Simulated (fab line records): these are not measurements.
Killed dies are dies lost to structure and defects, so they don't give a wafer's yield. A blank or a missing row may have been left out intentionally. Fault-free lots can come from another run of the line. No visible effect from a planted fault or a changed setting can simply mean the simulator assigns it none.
fab line records | flow sky130
[record] lots = 6 wafers = 17 last-day = 50
route steps=708 shown VIA3@576 PAD_OPEN@708
lots that met no fault: taken from a fault-free run of the same line
start-h: hours from the record's first day to the start of the lot's first wafer shown | wait-h: hours elapsed since this lot's preceding step | " repeats the value in the row above | L1.1+2: several wafers, shown together as one row | - value missing, or start not given | * or withheld: withheld | < > ~ a bound
route shown NAME@n: a module of which the file shows steps, and the number in the route of the first | usual: mean and standard deviation over wafers with no fault | same: alike in all rows | chamber/n: place in a boat | sites: each site's reading | _std_site: their standard deviation | _edge_site: mean of outer sites minus mean of inner sites | radius-mm: how far each site lies from the wafer's centre | mask NAME#n: copy n | behind: the most recent tool/chamber to have shaped the wafer | hold: the reason the lot was held/the length of the hold in hours/how it ended | device: the transistor (n, p or np) that didn't switch | end of line: the tests these same wafers got at the end of their route | a step given without rows: its recipe and nothing more | killed: the dies lost at the first sort to structure and to defects; this is not the yield of the wafer | map: shows each die of a wafer: x if killed, . if not, _ if none is there
set.NAME: setting as actually run; set.NAME@STEP: the setting as run at that earlier step | model.NAME: the simulator's own value behind a step, which no gauge read
lots at selected steps of the route; one table per step, one row per wafer
services: from which hour (start-h, from the record's first day; less than 0 if before it) a tool's chamber was out of use, for how many hours, and why
[[steps]]
[step SKY_VIA3_BOW_MEAS_03]
[recipe] mode = bow
[usual] VIA3_BOW = 78/7.4
// columns lot.wafer tool chamber start-h wait-h VIA3_BOW[um]
L683.1 film-metro-01 - 936.03 0.2 67
L683.2 " - " " 77
L683.4 " - " " 83
L693.2 film-metro-02 - 995.92 0.1 75
L693.3 " - " " 72
L693.5 " - " " 70
L695.5 film-metro-03 - 1012.24 0.1 73
L695.6 " - " " 76
L698.4 film-metro-01 - 1023.58 0.3 67
L698.5 " - " " 84
L698.6 " - " " 82
L699.1 film-metro-01 - 1040.43 0.2 72
L699.3 " - " " 80
L699.6 " - " " 77
L701.2 film-metro-01 - 1049.53 0.3 96
L701.5 " - " " 96
L701.6 " - " " 82
[step SKY_VIA3_DEHYDRATE_04]
[recipe] temp-c = 200 time-s = 60
[step SKY_VIA3_HMDS_05]
[recipe] prime-time-s = 60 prime-temp-c = 120
[step SKY_VIA3_COAT_06]
[recipe] resist = BARC temp-c = withheld time-s = withheld spin-rpm = 3000 resist-thk-nm = 60
[step SKY_VIA3_COAT_07]
[recipe] resist = KrF-thick spin-rpm = 3000 resist-thk-nm = 450
[step SKY_VIA3_SOFTBAKE_08]
[recipe] temp-c = 100 time-s = 90 resist = KrF-thick
[step SKY_VIA3_EXPOSE_09]
[recipe] mask-id = VIM3 na = 0.8 source-shape = annular sigma-inner = 0.55 sigma-outer = 0.85 target-cd-nm = 200 dose-mj = 38
[step SKY_VIA3_PEB_10]
[recipe] peb-temp-c = withheld peb-time-s = withheld resist = KrF-thick
[step SKY_VIA3_DEVELOP_11]
[recipe] develop-time-s = 60 resist = KrF-thick dev-temp-c = 21
[step SKY_VIA3_CD_MEAS_12]
[recipe] target-cd-nm = 200
[usual] cd-nm = 199.8/1.5
// columns lot.wafer tool chamber start-h wait-h cd-nm
L683.1 cd-sem-02 - 960.05 - 199.3
L683.2 " - " " 199.4
L683.4 " - " " 198.6
L693.2 cd-sem-01 - 1018.88 - 199.7
L693.3 " - " " 200.7
L693.5 " - " " 200.4
L695.5 cd-sem-01 - 1034.44 - 199.9
L695.6 " - " " 198.9
L698.4 cd-sem-01 - 1046.22 - 202.1
L698.5 " - " " 202.1
L698.6 " - " " 202.5
L699.1 cd-sem-01 - 1062.51 - 199.6
L699.3 " - " " 199.6
L699.6 " - " " 199.7
L701.2 cd-sem-02 - 1071.17 - 200.0
L701.5 " - " " 201.4
L701.6 " - " " 198.8
[step SKY_VIA3_OVL_MEAS_13]
[usual] VIA3_OVL = 0/5.5
// columns lot.wafer tool chamber start-h wait-h VIA3_OVL[nm]
L683.1 overlay-02 - 960.17 0.1 2
L683.2 " - " " 4
L683.4 " - " " -2
L693.2 overlay-02 - 1018.99 0.1 3
L693.3 " - " " -7
L693.5 " - " " -3
L695.5 overlay-01 - 1034.51 0.0 5
L695.6 " - " " 4
L698.4 overlay-01 - 1046.30 0.1 -5
L698.5 " - " " 3
L698.6 " - " " 0
L699.1 overlay-01 - 1062.63 0.1 -6
L699.3 " - " " -2
L699.6 " - " " -1
L701.2 overlay-02 - 1071.27 0.1 -4
L701.5 " - " " -5
L701.6 " - " " -9
[step SKY_VIA3_ETCH_14]
[recipe] chemistry = N2/H2 target = BARC ion-energy-ev = 200 source-w = 500 bias-w = 100 pressure-mtorr = 30 n2-flow-sccm = 100 h2-flow-sccm = 200 stop-on = SiO2 time-s = 45.9 target-depth-a = 600
[usual] drypump-motor-current-A = 5.7/0.39 oes-product-au = 0.856/0.0046 throttle-valve-pct = 13.223/0.0092
// columns lot.wafer tool chamber start-h wait-h drypump-motor-current-A oes-product-au rf-hours-counter-h throttle-valve-pct
L683.1 rie-diel-04 0 960.20 0.0 5.7 0.858 28 13.230
L683.2 " 3 " " 6.0 0.858 21 13.225
L683.4 " 1 " " 5.2 0.857 10 13.231
L693.2 rie-diel-03 2 1019.02 0.0 5.8 0.861 24 13.220
L693.3 " 3 " " 6.1 0.851 8 13.219
L693.5 " 1 " " 6.2 0.854 - 13.243
L695.5 rie-diel-03 1 1034.54 0.0 6.2 0.859 - 13.221
L695.6 " 0 " " 5.0 0.861 - 13.226
L698.4 rie-diel-03 1 1046.32 0.0 6.1 0.867 16 13.232
L698.5 " 2 " " 5.7 0.853 - 13.219
L698.6 " 1 " " 6.2 0.862 - 13.228
L699.1 rie-diel-01 0 1062.67 0.0 5.8 0.857 6 13.215
L699.3 " 1 " " 6.0 0.849 22 13.237
L699.6 " 0 " " 5.8 0.851 - 13.200
L701.2 rie-diel-04 0 1071.30 0.0 5.7 0.860 2 13.216
L701.5 " 0 " " 5.6 0.851 - 13.208
L701.6 " 3 " " 6.0 0.862 - 13.227
[step SKY_VIA3_ETCH_15]
[recipe] target = SiO2 chemistry = C4F8/O2/Ar target-depth-nm = 507 stop-on = TiN mask-material = KrF-thick source-w = 1500 bias-w = 1200 pressure-mtorr = 40 c4f8-flow-sccm = withheld O2_flow_sccm = 6 Ar_flow_sccm = 300 time-s = 78
[usual] oes-product-au = 0.947/0.0056
// columns lot.wafer tool chamber start-h wait-h oes-product-au rf-hours-counter-h model.KrF-thick_of_VIA3_COAT_07.thk-nm model.VIA3.feature-depth-nm model.TiN_of_METAL3_SPUTTER_04.thk-nm
L683.1 rie-diel-04 0 960.25 0.0 0.943 28 296 463.3 68.42
L683.2 " 3 " " 0.944 21 296.2 462.8 69.7
L683.4 " 1 " " 0.941 10 291.2 464.2 68.51
L693.2 rie-diel-03 2 1019.06 0.0 0.943 24 293 463.7 69.75
L693.3 " 3 " " 0.960 8 290.7 465.3 69.25
L693.5 " 1 " " 0.946 - 294.3 465.1 69.84
L695.5 rie-diel-03 1 1034.59 0.0 0.945 - 293.2 464.4 70.83
L695.6 " 0 " " 0.952 - 242.4 472.1 62.31
L698.4 rie-diel-03 1 1046.36 0.0 0.946 16 297.3 463.6 69.8
L698.5 " 2 " " 0.954 - 294.5 464.4 70.15
L698.6 " 1 " " 0.945 - 253.3 472.1 62.31
L699.1 rie-diel-01 0 1062.71 0.0 0.952 6 291.7 465.3 71.38
L699.3 " 1 " " 0.950 22 292.1 463.9 71.88
L699.6 " 0 " " 0.951 - 292 464.2 71.84
L701.2 rie-diel-04 0 1071.35 0.0 0.945 2 294.9 464.7 69.8
L701.5 " 0 " " 0.952 - 295.7 466.4 69.75
L701.6 " 3 " " 0.945 - 295.5 465.1 69.6
[step SKY_VIA3_STRIP_16]
[recipe] chemistry = O2/N2 power-w = 1400 pressure-mtorr = 1500 platen-temp-c = withheld o2-flow-sccm = 3000 n2-flow-sccm = 300 overash-fraction = 0.5
[usual] drypump-motor-current-A = 5.5/0.59 oes-product-au = 0.403/0.0048 strip-time-to-endpoint-s = 4.154/0.028
// columns lot.wafer tool chamber start-h wait-h drypump-motor-current-A oes-product-au rf-hours-counter-h strip-time-to-endpoint-s
L683.1 plasma-asher-04 1 960.31 0.0 6.2 0.400 88 4.184
L683.2 " 0 " " 4.9 0.406 88 4.195
L683.4 " 0 " " 4.9 0.405 - 4.134
L693.2 plasma-asher-04 0 1019.12 0.0 4.8 0.406 91 4.155
L693.3 " 1 " " 6.2 0.402 - 4.153
L693.5 " 1 " " 6.1 0.390 - 4.161
L695.5 plasma-asher-03 0 1034.69 0.1 4.8 0.405 - 4.149
L695.6 " 1 " " 5.8 0.387 - 3.635
L698.4 plasma-asher-04 1 1046.45 0.1 6.2 0.402 - 4.209
L698.5 " 0 " " 4.9 0.402 - 4.195
L698.6 " 1 " " 6.2 0.389 - 3.726
L699.1 plasma-asher-04 0 1062.77 0.0 4.9 0.405 95 4.131
L699.3 " 1 " " 6.2 0.404 - 4.144
L699.6 " 1 " " 6.2 0.401 - 4.139
L701.2 plasma-asher-04 1 1071.41 0.0 6.2 0.404 96 4.179
L701.5 " 1 " " 6.2 0.405 - 4.180
L701.6 " 0 " " 4.9 0.402 - 4.188
[step SKY_VIA3_STRIP_17]
[recipe] chemistry = post-etch-residue-remover time-s = 1200 temp-c = 72.5
[step SKY_PAD_OPEN_PROBE_99]
[usual] defect-limited-yield = 82.3/2 killed_at_M0_to_M3 = 44/7.5 killed_at_M4_up = 2.9/1.8 killed-at-contacts = 24/5.1 killed-at-front-end = 16/4.7 killed-at-other = 0.3/0.46 killed-dies = 87/9.9 killed-open = 47/8 killed-short = 39/6.3 sort_bin_3_pad_short = 0.8/0.43 sort_bin_5_function = 10.6/1.6 sort_bin_6_memory = 6.3/1.1 sort-n-pass = 405/9.9 sort-yield-pct = 82.3/2
[same] gross-dies = 492 killed-at-back-side = 0 sort_bin_4_leakage[%] = 0 sort_bin_8_speed[%] = 0
// columns lot.wafer tool chamber start-h wait-h defect-limited-yield[%] killed_at_M0_to_M3 killed_at_M4_up killed-at-contacts killed-at-front-end killed-at-other killed-dies killed-open killed-short sort_bin_3_pad_short[%] sort_bin_5_function[%] sort_bin_6_memory[%] sort-n-pass sort-yield-pct[%]
L698.5 prober-01 - 1174.67 0.2 82.5 35 3 23 25 0 86 43 42 0.8 11.4 5.3 406 82.5
L701.2 prober-02 - 1192.35 0.1 80.7 46 2 25 21 1 95 56 39 0.6 11.2 7.5 397 80.7
L701.5 prober-02 - 1192.50 0.2 82.5 56 2 19 9 0 86 51 35 1.0 10.6 5.9 406 82.5
L701.6 prober-02 - 1192.55 0.2 81.7 46 3 29 12 0 90 57 33 0.8 10.4 7.1 402 81.7
// killed by level:class
L698.5 POLY_GATE:geometric-particle:short=10 VIA1:geometric-particle:open=8 LI_CONTACT:geometric-particle:open=8 FIELD_ISO:geometric-particle:short=7 VIA2:geometric-particle:open=7 CONTACT:geometric-particle:open=6 CONTACT:geometric-particle:short=5 VIA3:geometric-particle:open=4
L701.2 CONTACT:geometric-particle:open=9 VIA1:geometric-particle:open=9 VIA3:geometric-particle:open=8 POLY_GATE:geometric-particle:short=7 LI_CONTACT:geometric-particle:open=6 METAL1:geometric-particle:short=6 FIELD_ISO:geometric-particle:open=5 METAL2:geometric-particle:short=5
L701.5 VIA1:geometric-particle:open=15 VIA2:geometric-particle:open=10 VIA3:geometric-particle:open=8 CONTACT:geometric-particle:open=7 LI_CONTACT:geometric-particle:open=6 METAL2:geometric-particle:short=5 VIA3:geometric-particle:short=5 CONTACT:geometric-particle:short=4
L701.6 VIA1:geometric-particle:open=18 CONTACT:geometric-particle:open=11 LI_CONTACT:geometric-particle:open=8 FIELD_ISO:geometric-particle:open=5 VIA3:geometric-particle:short=5 VIA1:geometric-particle:short=5 POLY_GATE:geometric-particle:short=4 LOCAL_INTERCONNECT:geometric-particle:short=4
[[services]]
// columns tool chamber start-h hours kind
rie-diel-04 - 939.02 0.7 repair
rie-diel-03 3 969.87 3.9 repair
plasma-asher-04 - 971.54 20.2 pm
rie-diel-04 3 972.65 1.2 repair
rie-diel-04 1 976.89 3.0 repair
plasma-asher-04 - 991.74 2.8 pm
rie-diel-04 0 994.54 - clean
rie-diel-04 0 994.54 23.3 scheduled-down
rie-diel-04 0 994.54 23.3 vent-cycle
plasma-asher-04 - 1025.45 9.0 repair
plasma-asher-04 - 1032.10 1.4 repair
rie-diel-03 2 1046.79 - clean
[[key]]
[first-sign] step = SKY_VIA3_STRIP_16 reading = strip-time-to-endpoint-s direction = down sigmas = 17 usual = * struck = *
[effect] step = SKY_VIA3_STRIP_16 reading = oes-product-au direction = down sigmas = 3.1 usual = 0.403 struck = 0.388
[model-effect] step = SKY_VIA3_ETCH_15 value = KrF-thick_of_VIA3_COAT_07.thk-nm without = 292.8 struck = 247.9
met-at SKY_VIA3_ETCH_15
struck-wafers L695.6,L698.6
onset-between 1019.06 1034.59
[fault] kind = process-parameter-drift tool = rie-diel-03 chamber = - onset-h = 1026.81 steps = SKY_VIA3_ETCH_15 channel = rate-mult offset = 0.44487 shape = step end-h = 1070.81 scope = struck-wafers-only
